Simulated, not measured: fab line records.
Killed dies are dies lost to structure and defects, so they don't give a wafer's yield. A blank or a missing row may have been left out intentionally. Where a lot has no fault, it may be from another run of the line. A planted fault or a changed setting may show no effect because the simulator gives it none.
fab line records / flow sfqLine / part 2 of 2: steps 31 to 41 of 41
[record] lots = 5 wafers = 15 lastDay = 80
route steps=325 shown L0V@19 M0@28 I0@43 M1@58
lots untouched by any fault: they come from a run of this same line in which no faults occurred
startH: start of the lot's first displayed wafer, in hours after the record's first day / waitH: hours elapsed since this lot's preceding step / " the same as in the row above / L1.1+2: one row covering several wafers at once / - no value, or no start given / * or withheld: withheld / < > ~ a bound
route shown NAME@n: names a module that has steps shown in the file, with the first one's number in the route / usual: mean/standard deviation taken from wafers without a fault / same: alike in all rows / chamber/n: place in a boat / sites: each site's reading / _std_site: the standard deviation of these / _edge_site: mean of outer sites minus mean of inner sites / radiusMm: how far each site lies from the wafer's centre / mask NAME#n: copy n / behind: tool/chamber where the wafer was last shaped / hold: cause of the lot's hold/its duration in hours/its outcome / device: transistor that didn't switch, given as n, p or np / end of line: the tests these same wafers got at the end of their route / a step with no rows: only its recipe / killed: dies lost to structure and defects at the first sort, not the wafer's yield / map: shows each die of a wafer: x if killed, . if not, _ if none is there
set.NAME: the run value of the setting; set.NAME@STEP: its run value at that earlier step / model.NAME: the simulator's own value behind a step, which no gauge read
lots at some steps of the route; a table a step, a row a wafer
services: a tool's chamber out of use, with start hour (startH, from the record's first day; less than 0 if before it), hours out, and reason
[[steps]]
[step SFQ_TRILAYER_I0_VIA_LITHO_EXPOSE_032]
[recipe] maskId = I0 na = 0.6 sourceShape = conventional sigmaOuter = 0.65 targetCdNm = 500 doseMj = 21.3
[same] na = 0.6
lot.wafer=L080.1+3+5 tool=krfScanner-02 chamber=0 startH=347.66 waitH=- mask=I0#0
lot.wafer=L087.1+2+5 tool=krfScanner-01 chamber=0 startH=559.25 waitH=- mask=I0#0
lot.wafer=L088.1+4+5 tool=krfScanner-01 chamber=0 startH=568.85 waitH=- mask=I0#0
lot.wafer=L092.2+4+6 tool=krfScanner-02 chamber=0 startH=596.77 waitH=- mask=I0#0
lot.wafer=L093.3+4+5 tool=krfScanner-02 chamber=0 startH=607.77 waitH=- mask=I0#0
[step SFQ_TRILAYER_I0_VIA_LITHO_PEB_034]
[recipe] pebTempC = 115 pebTimeS = 60 resist = KrF
lot.wafer=L080.1+3+5 tool=lithoTrack-04 chamber=0 startH=348.86 waitH=1.0
lot.wafer=L087.1+2+5 tool=lithoTrack-04 chamber=0 startH=560.45 waitH=1.0
lot.wafer=L088.1+4+5 tool=lithoTrack-03 chamber=0 startH=570.05 waitH=1.0
lot.wafer=L092.2+4+6 tool=lithoTrack-04 chamber=0 startH=597.80 waitH=0.8
lot.wafer=L093.3+4+5 tool=lithoTrack-01 chamber=0 startH=608.62 waitH=0.7
[step SFQ_TRILAYER_I0_VIA_LITHO_DEVELOP_033]
[recipe] timeS = 60 resist = KrF
[same] timeS = 60
lot.wafer=L080.1+3+5 tool=lithoTrack-04 chamber=0 startH=349.01 waitH=0.1
lot.wafer=L087.1+2+5 tool=lithoTrack-04 chamber=0 startH=560.60 waitH=0.1
lot.wafer=L088.1+4+5 tool=lithoTrack-03 chamber=0 startH=570.20 waitH=0.1
lot.wafer=L092.2+4+6 tool=lithoTrack-04 chamber=0 startH=597.95 waitH=0.1
lot.wafer=L093.3+4+5 tool=lithoTrack-01 chamber=0 startH=608.77 waitH=0.1
[step SFQ_I0_OVL_MEAS_908]
[usual] I0_OVL = 2/6.3
lot.wafer=L080.1 tool=overlay-01 chamber=- startH=349.16 waitH=0.1 I0_OVL[nm]=-13
lot.wafer=L080.3 tool=overlay-01 chamber=- startH=349.16 waitH=0.1 I0_OVL[nm]=-6
lot.wafer=L080.5 tool=overlay-01 chamber=- startH=349.16 waitH=0.1 I0_OVL[nm]=-2
lot.wafer=L087.1 tool=overlay-02 chamber=- startH=560.75 waitH=0.1 I0_OVL[nm]=4
lot.wafer=L087.2 tool=overlay-02 chamber=- startH=560.75 waitH=0.1 I0_OVL[nm]=9
lot.wafer=L087.5 tool=overlay-02 chamber=- startH=560.75 waitH=0.1 I0_OVL[nm]=7
lot.wafer=L088.1 tool=overlay-02 chamber=- startH=570.35 waitH=0.1 I0_OVL[nm]=3
lot.wafer=L088.4 tool=overlay-02 chamber=- startH=570.35 waitH=0.1 I0_OVL[nm]=3
lot.wafer=L088.5 tool=overlay-02 chamber=- startH=570.35 waitH=0.1 I0_OVL[nm]=2
lot.wafer=L092.2 tool=overlay-02 chamber=- startH=598.08 waitH=0.1 I0_OVL[nm]=10
lot.wafer=L092.4 tool=overlay-02 chamber=- startH=598.08 waitH=0.1 I0_OVL[nm]=9
lot.wafer=L092.6 tool=overlay-02 chamber=- startH=598.08 waitH=0.1 I0_OVL[nm]=7
lot.wafer=L093.3 tool=overlay-01 chamber=- startH=608.89 waitH=0.1 I0_OVL[nm]=11
lot.wafer=L093.4 tool=overlay-01 chamber=- startH=608.89 waitH=0.1 I0_OVL[nm]=2
lot.wafer=L093.5 tool=overlay-01 chamber=- startH=608.89 waitH=0.1 I0_OVL[nm]=17
[step SFQ_TRILAYER_I0_VIA_BARC_OPEN_VIA_ETCH_046]
[recipe] maskMaterial = PR chemistry = O2 targetDepthNm = 125 target = BARC sourceW = 500 biasW = 80 pressureMtorr = 30 timeS = 41.7
[usual] drypumpMotorCurrentA = 5.8/0.43 oesProductAu = 0.685/0.0044
[same] timeS = 41.7
lot.wafer=L080.1 tool=rieDiel-01 chamber=0 startH=349.19 waitH=0.0 drypumpMotorCurrentA=6.6 oesProductAu=0.685 rfHoursCounterH=97
lot.wafer=L080.3 tool=rieDiel-01 chamber=3 startH=349.19 waitH=0.0 drypumpMotorCurrentA=6.0 oesProductAu=0.688 rfHoursCounterH=9
lot.wafer=L080.5 tool=rieDiel-01 chamber=2 startH=349.19 waitH=0.0 drypumpMotorCurrentA=5.6 oesProductAu=0.681 rfHoursCounterH=-
lot.wafer=L087.1 tool=rieDiel-01 chamber=1 startH=560.79 waitH=0.0 drypumpMotorCurrentA=6.2 oesProductAu=0.679 rfHoursCounterH=17
lot.wafer=L087.2 tool=rieDiel-01 chamber=2 startH=560.79 waitH=0.0 drypumpMotorCurrentA=5.7 oesProductAu=0.691 rfHoursCounterH=33
lot.wafer=L087.5 tool=rieDiel-01 chamber=2 startH=560.79 waitH=0.0 drypumpMotorCurrentA=5.7 oesProductAu=0.689 rfHoursCounterH=-
lot.wafer=L088.1 tool=rieDiel-02 chamber=0 startH=570.39 waitH=0.0 drypumpMotorCurrentA=5.3 oesProductAu=0.694 rfHoursCounterH=11
lot.wafer=L088.4 tool=rieDiel-02 chamber=1 startH=570.39 waitH=0.0 drypumpMotorCurrentA=5.5 oesProductAu=0.690 rfHoursCounterH=85
lot.wafer=L088.5 tool=rieDiel-02 chamber=0 startH=570.39 waitH=0.0 drypumpMotorCurrentA=5.3 oesProductAu=0.696 rfHoursCounterH=-
lot.wafer=L092.2 tool=rieDiel-01 chamber=3 startH=598.11 waitH=0.0 drypumpMotorCurrentA=6.0 oesProductAu=0.686 rfHoursCounterH=12
lot.wafer=L092.4 tool=rieDiel-01 chamber=0 startH=598.11 waitH=0.0 drypumpMotorCurrentA=6.6 oesProductAu=0.684 rfHoursCounterH=1
lot.wafer=L092.6 tool=rieDiel-01 chamber=2 startH=598.11 waitH=0.0 drypumpMotorCurrentA=5.6 oesProductAu=0.687 rfHoursCounterH=-
lot.wafer=L093.3 tool=rieDiel-01 chamber=1 startH=608.91 waitH=0.0 drypumpMotorCurrentA=6.2 oesProductAu=0.681 rfHoursCounterH=18
lot.wafer=L093.4 tool=rieDiel-01 chamber=1 startH=608.91 waitH=0.0 drypumpMotorCurrentA=6.2 oesProductAu=0.686 rfHoursCounterH=-
lot.wafer=L093.5 tool=rieDiel-01 chamber=2 startH=608.91 waitH=0.0 drypumpMotorCurrentA=5.6 oesProductAu=0.689 rfHoursCounterH=-
[step SFQ_TRILAYER_I0_VIA_ETCH_VIA_ETCH_034]
[recipe] target = SiO2 stopOn = Nb maskMaterial = PR taperDeg = 20 chemistry = CHF3 targetDepthNm = 260 sourceW = 500 biasW = 80 pressureMtorr = 30 timeS = withheld
[usual] drypumpMotorCurrentA = 5.8/0.43 oesProductAu = 0.855/0.0052
lot.wafer=L080.1 tool=rieDiel-01 chamber=0 startH=349.23 waitH=0.0 drypumpMotorCurrentA=6.5 oesProductAu=0.854
lot.wafer=L080.3 tool=rieDiel-01 chamber=3 startH=349.23 waitH=0.0 drypumpMotorCurrentA=6.1 oesProductAu=0.856
lot.wafer=L080.5 tool=rieDiel-01 chamber=2 startH=349.23 waitH=0.0 drypumpMotorCurrentA=5.6 oesProductAu=0.859
lot.wafer=L087.1 tool=rieDiel-01 chamber=1 startH=560.83 waitH=0.0 drypumpMotorCurrentA=6.2 oesProductAu=0.847
lot.wafer=L087.2 tool=rieDiel-01 chamber=2 startH=560.83 waitH=0.0 drypumpMotorCurrentA=5.6 oesProductAu=0.852
lot.wafer=L087.5 tool=rieDiel-01 chamber=2 startH=560.83 waitH=0.0 drypumpMotorCurrentA=5.6 oesProductAu=0.849
lot.wafer=L088.1 tool=rieDiel-02 chamber=0 startH=570.43 waitH=0.0 drypumpMotorCurrentA=5.3 oesProductAu=0.851
lot.wafer=L088.4 tool=rieDiel-02 chamber=1 startH=570.43 waitH=0.0 drypumpMotorCurrentA=5.5 oesProductAu=0.848
lot.wafer=L088.5 tool=rieDiel-02 chamber=0 startH=570.43 waitH=0.0 drypumpMotorCurrentA=5.3 oesProductAu=0.857
lot.wafer=L092.2 tool=rieDiel-01 chamber=3 startH=598.15 waitH=0.0 drypumpMotorCurrentA=6.0 oesProductAu=0.856
lot.wafer=L092.4 tool=rieDiel-01 chamber=0 startH=598.15 waitH=0.0 drypumpMotorCurrentA=6.6 oesProductAu=0.860
lot.wafer=L092.6 tool=rieDiel-01 chamber=2 startH=598.15 waitH=0.0 drypumpMotorCurrentA=5.7 oesProductAu=0.861
lot.wafer=L093.3 tool=rieDiel-01 chamber=1 startH=608.95 waitH=0.0 drypumpMotorCurrentA=6.2 oesProductAu=0.852
lot.wafer=L093.4 tool=rieDiel-01 chamber=1 startH=608.95 waitH=0.0 drypumpMotorCurrentA=6.2 oesProductAu=0.848
lot.wafer=L093.5 tool=rieDiel-01 chamber=2 startH=608.95 waitH=0.0 drypumpMotorCurrentA=5.6 oesProductAu=0.853
[step SFQ_TRILAYER_I0_VIA_STRIP_STRIP_035]
[recipe] gas = O2 powerW = 200 platenTempC = 40 overashFraction = 0.65 chemistry = O2 pressureMtorr = 50
[usual] drypumpMotorCurrentA = 6.0/0.45 oesProductAu = 1.002/0.01
lot.wafer=L080.1 tool=rieMetal-01 chamber=1 startH=349.35 waitH=- drypumpMotorCurrentA=6.3 oesProductAu=1.002 rfHoursCounterH=89
lot.wafer=L080.3 tool=rieMetal-01 chamber=1 startH=349.35 waitH=- drypumpMotorCurrentA=6.3 oesProductAu=1.004 rfHoursCounterH=-
lot.wafer=L080.5 tool=rieMetal-01 chamber=0 startH=349.35 waitH=- drypumpMotorCurrentA=5.3 oesProductAu=1.016 rfHoursCounterH=-
lot.wafer=L087.1 tool=rieMetal-01 chamber=1 startH=560.94 waitH=- drypumpMotorCurrentA=6.3 oesProductAu=1.010 rfHoursCounterH=114
lot.wafer=L087.2 tool=rieMetal-01 chamber=0 startH=560.94 waitH=- drypumpMotorCurrentA=5.3 oesProductAu=1.003 rfHoursCounterH=133
lot.wafer=L087.5 tool=rieMetal-01 chamber=0 startH=560.94 waitH=- drypumpMotorCurrentA=5.3 oesProductAu=0.999 rfHoursCounterH=-
lot.wafer=L088.1 tool=rieMetal-01 chamber=0 startH=570.54 waitH=- drypumpMotorCurrentA=5.3 oesProductAu=1.004 rfHoursCounterH=135
lot.wafer=L088.4 tool=rieMetal-01 chamber=0 startH=570.54 waitH=- drypumpMotorCurrentA=5.3 oesProductAu=1.003 rfHoursCounterH=-
lot.wafer=L088.5 tool=rieMetal-01 chamber=0 startH=570.54 waitH=- drypumpMotorCurrentA=5.3 oesProductAu=1.001 rfHoursCounterH=-
lot.wafer=L092.2 tool=rieMetal-02 chamber=1 startH=598.26 waitH=- drypumpMotorCurrentA=6.3 oesProductAu=1.017 rfHoursCounterH=5
lot.wafer=L092.4 tool=rieMetal-02 chamber=1 startH=598.26 waitH=- drypumpMotorCurrentA=6.3 oesProductAu=1.015 rfHoursCounterH=-
lot.wafer=L092.6 tool=rieMetal-02 chamber=1 startH=598.26 waitH=- drypumpMotorCurrentA=6.3 oesProductAu=1.021 rfHoursCounterH=-
lot.wafer=L093.3 tool=rieMetal-01 chamber=0 startH=609.26 waitH=- drypumpMotorCurrentA=5.3 oesProductAu=1.009 rfHoursCounterH=-
lot.wafer=L093.4 tool=rieMetal-01 chamber=1 startH=609.26 waitH=- drypumpMotorCurrentA=6.3 oesProductAu=0.997 rfHoursCounterH=-
lot.wafer=L093.5 tool=rieMetal-01 chamber=0 startH=609.26 waitH=- drypumpMotorCurrentA=5.3 oesProductAu=1.007 rfHoursCounterH=-
[step SFQ_TRILAYER_I0_VIA_STRIP_SOLV_CLEAN_036]
[recipe] chemistry = NMP tempC = 70 timeS = 600
[same] timeS = 600
lot.wafer=L080.1+3+5 tool=wetBench-01 chamber=6,5,2 startH=349.95 waitH=0.4
lot.wafer=L087.1+2+5 tool=wetBench-03 chamber=7,4,3 startH=561.54 waitH=0.4
lot.wafer=L088.1+4+5 tool=wetBench-01 chamber=1,7,5 startH=571.14 waitH=0.4
lot.wafer=L092.2+4+6 tool=wetBench-01 chamber=7,3,6 startH=598.86 waitH=0.4
lot.wafer=L093.3+4+5 tool=wetBench-01 chamber=0,6,5 startH=609.66 waitH=0.2
[step SFQ_TRILAYER_M1_DEP_PRE_CLEAN_038]
[recipe] gas = Ar timeS = 22.5 biasV = 250
[same] timeS = 22.5
lot.wafer=L080.1+3+5 tool=pvdSputter-05 chamber=- startH=350.12 waitH=0.0
lot.wafer=L087.1+2+5 tool=pvdSputter-06 chamber=- startH=561.71 waitH=0.0
lot.wafer=L088.1+4+5 tool=pvdSputter-06 chamber=- startH=571.31 waitH=0.0
lot.wafer=L092.2+4+6 tool=pvdSputter-03 chamber=- startH=599.04 waitH=0.0
lot.wafer=L093.3+4+5 tool=pvdSputter-05 chamber=- startH=609.84 waitH=0.0
[step SFQ_TRILAYER_M1_DEP_SPUTTER_037]
[recipe] material = Nb basePressurePa = 1.33e-06 chamberPressurePa = 0.1333 substrateTempC = 20 resputterCathodeVoltageV = 400 targetThkNm = 200 powerW = 2000 timeS = 133.3
[usual] substrateTempC = 19.99/0.1 throttleValvePct = 29.5/0.57
[same] timeS = 133.3
lot.wafer=L080.1 tool=pvdSputter-05 chamber=- startH=350.15 waitH=0.0 substrateTempC=20.07 throttleValvePct=29.5
lot.wafer=L080.3 tool=pvdSputter-05 chamber=- startH=350.15 waitH=0.0 substrateTempC=19.99 throttleValvePct=29.2
lot.wafer=L080.5 tool=pvdSputter-05 chamber=- startH=350.15 waitH=0.0 substrateTempC=20.08 throttleValvePct=28.8
lot.wafer=L087.1 tool=pvdSputter-06 chamber=- startH=561.74 waitH=0.0 substrateTempC=19.81 throttleValvePct=29.4
lot.wafer=L087.2 tool=pvdSputter-06 chamber=- startH=561.74 waitH=0.0 substrateTempC=20.13 throttleValvePct=29.6
lot.wafer=L087.5 tool=pvdSputter-06 chamber=- startH=561.74 waitH=0.0 substrateTempC=19.94 throttleValvePct=29.6
lot.wafer=L088.1 tool=pvdSputter-06 chamber=- startH=571.34 waitH=0.0 substrateTempC=19.98 throttleValvePct=28.8
lot.wafer=L088.4 tool=pvdSputter-06 chamber=- startH=571.34 waitH=0.0 substrateTempC=19.89 throttleValvePct=29.3
lot.wafer=L088.5 tool=pvdSputter-06 chamber=- startH=571.34 waitH=0.0 substrateTempC=20.10 throttleValvePct=30.6
lot.wafer=L092.2 tool=pvdSputter-03 chamber=- startH=599.07 waitH=0.0 substrateTempC=20.11 throttleValvePct=29.1
lot.wafer=L092.4 tool=pvdSputter-03 chamber=- startH=599.07 waitH=0.0 substrateTempC=19.84 throttleValvePct=29.5
lot.wafer=L092.6 tool=pvdSputter-03 chamber=- startH=599.07 waitH=0.0 substrateTempC=20.04 throttleValvePct=29.1
lot.wafer=L093.3 tool=pvdSputter-05 chamber=- startH=609.87 waitH=0.0 substrateTempC=20.01 throttleValvePct=29.4
lot.wafer=L093.4 tool=pvdSputter-05 chamber=- startH=609.87 waitH=0.0 substrateTempC=19.98 throttleValvePct=28.8
lot.wafer=L093.5 tool=pvdSputter-05 chamber=- startH=609.87 waitH=0.0 substrateTempC=19.86 throttleValvePct=29.2
[step SFQ_M1_RS_MEAS_909]
[recipe] thkMeasGauge = four-point-probe reads = Nb_of_TRILAYER_M1_DEP_SPUTTER_037
[usual] M1_NB_RS = 0.887/0.011
lot.wafer=L080.1 tool=filmMetro-04 chamber=- startH=350.24 waitH=0.0 M1_NB_RS[ohm/sq]=0.888
lot.wafer=L080.3 tool=filmMetro-04 chamber=- startH=350.24 waitH=0.0 M1_NB_RS[ohm/sq]=0.878
lot.wafer=L080.5 tool=filmMetro-04 chamber=- startH=350.24 waitH=0.0 M1_NB_RS[ohm/sq]=0.886
lot.wafer=L087.1 tool=filmMetro-02 chamber=- startH=561.83 waitH=0.0 M1_NB_RS[ohm/sq]=0.910
lot.wafer=L087.2 tool=filmMetro-02 chamber=- startH=561.83 waitH=0.0 M1_NB_RS[ohm/sq]=0.902
lot.wafer=L087.5 tool=filmMetro-02 chamber=- startH=561.83 waitH=0.0 M1_NB_RS[ohm/sq]=0.907
lot.wafer=L088.1 tool=filmMetro-04 chamber=- startH=571.43 waitH=0.0 M1_NB_RS[ohm/sq]=0.874
lot.wafer=L088.4 tool=filmMetro-04 chamber=- startH=571.43 waitH=0.0 M1_NB_RS[ohm/sq]=0.876
lot.wafer=L088.5 tool=filmMetro-04 chamber=- startH=571.43 waitH=0.0 M1_NB_RS[ohm/sq]=0.882
lot.wafer=L092.2 tool=filmMetro-04 chamber=- startH=599.18 waitH=0.1 M1_NB_RS[ohm/sq]=0.887
lot.wafer=L092.4 tool=filmMetro-04 chamber=- startH=599.18 waitH=0.1 M1_NB_RS[ohm/sq]=0.900
lot.wafer=L092.6 tool=filmMetro-04 chamber=- startH=599.18 waitH=0.1 M1_NB_RS[ohm/sq]=0.889
lot.wafer=L093.3 tool=filmMetro-04 chamber=- startH=610.00 waitH=0.1 M1_NB_RS[ohm/sq]=0.874
lot.wafer=L093.4 tool=filmMetro-04 chamber=- startH=610.00 waitH=0.1 M1_NB_RS[ohm/sq]=0.883
lot.wafer=L093.5 tool=filmMetro-04 chamber=- startH=610.00 waitH=0.1 M1_NB_RS[ohm/sq]=0.885
[[services]]
tool=krfScanner-02 chamber=- startH=110.17 hours=0.8 kind=pm
tool=krfScanner-02 chamber=- startH=123.75 hours=7.2 kind=pm
tool=krfScanner-02 chamber=- startH=150.70 hours=8.7 kind=repair
tool=krfScanner-02 chamber=- startH=182.05 hours=1.0 kind=pm
tool=krfScanner-02 chamber=- startH=196.66 hours=0.4 kind=repair
tool=rieMetal-04 chamber=- startH=213.85 hours=2.8 kind=pm
tool=krfScanner-02 chamber=- startH=216.44 hours=1.3 kind=pm
tool=krfScanner-02 chamber=- startH=217.74 hours=1.7 kind=repair
tool=rieDiel-01 chamber=0 startH=252.60 hours=5.0 kind=repair
tool=krfScanner-02 chamber=- startH=278.85 hours=0.8 kind=pm
tool=rieDiel-01 chamber=0 startH=312.74 hours=18.0 kind=repair
tool=krfScanner-02 chamber=- startH=328.93 hours=4.4 kind=pm
tool=rieMetal-04 chamber=- startH=342.37 hours=1.3 kind=repair
tool=krfScanner-02 chamber=- startH=350.96 hours=1.0 kind=pm
tool=krfScanner-02 chamber=- startH=391.90 hours=1.3 kind=pm
tool=krfScanner-02 chamber=- startH=420.76 hours=2.5 kind=repair
tool=rieDiel-01 chamber=2 startH=427.32 hours=7.7 kind=repair
tool=rieDiel-01 chamber=3 startH=442.46 hours=4.9 kind=repair
tool=krfScanner-02 chamber=- startH=447.35 hours=0.8 kind=pm
tool=krfScanner-02 chamber=- startH=462.67 hours=6.6 kind=repair
tool=krfScanner-02 chamber=- startH=473.44 hours=1.7 kind=repair
tool=krfScanner-02 chamber=- startH=520.72 hours=1.0 kind=pm
tool=rieMetal-04 chamber=1 startH=579.05 hours=1.0 kind=repair
tool=rieDiel-01 chamber=3 startH=606.85 hours=7.2 kind=repair
